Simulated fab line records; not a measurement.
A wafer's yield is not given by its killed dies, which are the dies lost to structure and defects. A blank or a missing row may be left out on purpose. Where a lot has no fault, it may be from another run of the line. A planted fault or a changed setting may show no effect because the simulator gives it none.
Which tool did it? :: flow sky130 :: 15 lots (45 wafers sampled), 1 step of a 708-step route

WHAT THE GAUGES SHOWED, per wafer
SKY_LI_CONTACT_THK_MEAS_23: measures by xrf.
lot: L680
measured: day 29 01:25
on: film_metro-03
LI_CONTACT_W_THK (nm): 389 383 387

lot: L681
measured: day 29 17:49
on: film_metro-04
LI_CONTACT_W_THK (nm): 392 395 390

lot: L683
measured: day 30 05:35
on: film_metro-04
LI_CONTACT_W_THK (nm): 390 393 399

lot: L684
measured: day 30 08:37
on: film_metro-01
LI_CONTACT_W_THK (nm): 383 389 388

lot: L685
measured: day 31 07:17
on: film_metro-04
LI_CONTACT_W_THK (nm): 403 401 406

lot: L686
measured: day 31 10:37
on: film_metro-04
LI_CONTACT_W_THK (nm): 403 391 399

lot: L687
measured: day 31 15:35
on: film_metro-03
LI_CONTACT_W_THK (nm): 392 393 394

lot: L689
measured: day 32 09:13
on: film_metro-03
LI_CONTACT_W_THK (nm): 391 387 398

lot: L690
measured: day 32 12:27
on: film_metro-03
LI_CONTACT_W_THK (nm): 392 393 387

lot: L695
measured: day 34 07:21
on: film_metro-04
LI_CONTACT_W_THK (nm): 385 386 397

lot: L696
measured: day 34 13:37
on: film_metro-04
LI_CONTACT_W_THK (nm): 402 404 410

lot: L697
measured: day 34 21:42
on: film_metro-03
LI_CONTACT_W_THK (nm): 390 388 391

lot: L701
measured: day 36 01:41
on: film_metro-04
LI_CONTACT_W_THK (nm): 396 397 397

lot: L702
measured: day 36 10:49
on: film_metro-01
LI_CONTACT_W_THK (nm): 390 389 390

lot: L703
measured: day 36 13:08
on: film_metro-03
LI_CONTACT_W_THK (nm): 392 393 393

TOOL THAT RAN EACH LOT (tool first, then ch and the chambers of the sampled wafers, then the start)
No process step before these readings appears in the record.

WHAT THE TOOLS THEMSELVES READ (means of the sampled wafers that have a number; where no wafer has one, the mark that the record gives instead)
The record holds no such reading with a usual standard deviation.

THE ANSWER, worked out from the rows above alone
Rule: the usual values come from the lots themselves. Put in order of their means at a reading, lots are off if they are a third of the lots or fewer, leave a main group of 4 or more, and stand apart from it by a gap of 3 or more times the standard deviation of the main group's means; of several such gaps the widest counts. If all means in a main group match to the digits the tables above print for the reading, that group is not used. Also off: a lot with no number at a reading for which 4 or more lots have one. All remaining lots with rows at the step are treated as sound. The gauges are gone through in route order, then the tools' own readings, and for those a lot's mean is taken as printed above. At the first step where some lot is off, the reading lying furthest off is the one used; lots without a number count as furthest.
No lot is off on any of the readings shown, so nothing can be concluded from this.

WHAT WAS PUT IN BY THE SIMULATOR
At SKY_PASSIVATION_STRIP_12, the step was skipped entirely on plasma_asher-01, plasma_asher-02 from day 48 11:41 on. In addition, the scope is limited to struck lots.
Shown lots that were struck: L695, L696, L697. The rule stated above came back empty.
